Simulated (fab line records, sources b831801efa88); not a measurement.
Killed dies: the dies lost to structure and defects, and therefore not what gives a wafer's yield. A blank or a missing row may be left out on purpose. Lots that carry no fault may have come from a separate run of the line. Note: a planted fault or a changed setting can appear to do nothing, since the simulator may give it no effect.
A lot that was struck, set against a sound lot + flow sky130 + 13 out of 708 route steps
Sound: wafers L741.1, L741.2, L741.3. The struck wafers were L748.1, L748.4, L748.6. At the end, the cause is stated.
Each step with rows lists, per side, the tool, then ch with its chambers, then its first start. Under that, the readings that differ: sound wafers + struck wafers + difference of the means + sigmas: that difference in standard deviations of wafers without a fault.
alike: same words and numbers on both sides, and readings whose means sit less than 2 such deviations apart. not compared: any withheld reading, any reading some wafer has no value for, any bound like >300 that may hide the same value, and any number with overlapping values for which the record gives no deviation.
A row with sigmas, a row that says differs or no value, or rows on one side alone: a step with any of these is where the two part. Numbers that have no deviation but don't overlap get no sigmas and don't part them. Lack of a reading on every wafer of one side parts them only where that side has two or more wafers.

SKY_VIA1_CD_MEAS_12: the cd target is 150 nm.
  sound: cd sem-01 at day 37 21:46; struck: cd sem-01 at day 40 01:26
| reading    | sound             | struck            | difference | sigmas |
|------------|-------------------|-------------------|------------|--------|
| cd nm (nm) | 150.0 150.6 150.2 | 145.3 146.3 146.6 | -4.2       | -2     |
SKY_VIA1_OVL_MEAS_13:
  sound: overlay-01 at day 37 21:53; struck: overlay-01 at day 40 01:33
  alike: VIA1_OVL
SKY_VIA1_ETCH_14: etches BARC in N2/H2, stops on SiO2, time 45.9 s, target depth 60 nm.
  sound on rie diel-01 ch 0,1,3, day 37 21:55; struck on rie diel-04 ch 0,3, day 40 01:35
  alike: drypump motor current A, oes product au, throttle valve pct
  not compared: rf hours counter h
SKY_VIA1_ETCH_15: etches SiO2 in C4F8/O2/Ar, stops on TiN, target depth 351 nm, time 54 s.
  sound on rie diel-01 ch 0,1,3, day 37 21:58; struck on rie diel-04 ch 0,3, day 40 01:37
  alike: oes product au
  not compared: rf hours counter h
SKY_VIA1_STRIP_16: strips in O2/N2.
  sound on plasma asher-02 ch 0,1, day 37 22:01; struck on plasma asher-04 ch 1, day 40 01:40
  alike: drypump motor current A, o2 flow sccm, oes product au, strip time to endpoint s
  not compared: rf hours counter h
then, 3 steps without rows for these wafers: SKY_VIA1_STRIP_17 (strips in post etch residue remover, time 1200 s); SKY_VIA1_CLEAN_18 (cleans in IPA, time 180 s); SKY_VIA1_CLEAN_19 (cleans in O3/DIW).
SKY_VIA1_SPUTTER_20: material TiN, target thk 20 nm, time 80 s.
  sound: pvd sputter-02 at day 37 22:39; struck: pvd sputter-01 at day 40 02:18
  alike: throttle valve pct
SKY_VIA1_CVD_21: deposits W, target thk 270 nm, time 80.902 s.
  sound on cvd w-01 ch 0,1, day 37 22:43; struck on cvd w-01 ch 1, day 40 02:22
  alike: heater power w
SKY_VIA1_RS_MEAS_22: measures by four-point-probe.
  sound: film metro-03 at day 37 22:48; struck: film metro-03 at day 40 02:27
  alike: VIA1_W_RS
SKY_VIA1_THK_MEAS_23: measures by xrf.
  sound: film metro-03 at day 37 22:55; struck: film metro-03 at day 40 02:34
  alike: VIA1_W_THK
SKY_VIA1_CMP_24: polishes, stops on SiO2, t overpolish 15 s, target thk 0 nm.
  sound on cmp-01 ch 0,1,3, day 37 22:59; struck on cmp-01 ch 1,2,3, day 40 02:41
  no value came back on the struck wafers for any of 6 readings (edge zone pressure frac, head pressure psi (psi) and others); on the sound wafers edge zone pressure frac reads 1.003 0.997 1.012
| reading                            | sound | struck            | difference | sigmas |
|------------------------------------|-------|-------------------|------------|--------|
| model.W_of_VIA1_CVD_21.thk nm (nm) | 0 0 0 | 264.8 265.3 263.8 | +264.6     |        |
  not compared: model.SiO2_of_VIA1_HDPCVD_00.thk nm

## WHERE THEY PART
Last at SKY_VIA1_CMP_24 as far as this record goes, first at SKY_VIA1_CD_MEAS_12.

WHY: the cause the simulator had injected
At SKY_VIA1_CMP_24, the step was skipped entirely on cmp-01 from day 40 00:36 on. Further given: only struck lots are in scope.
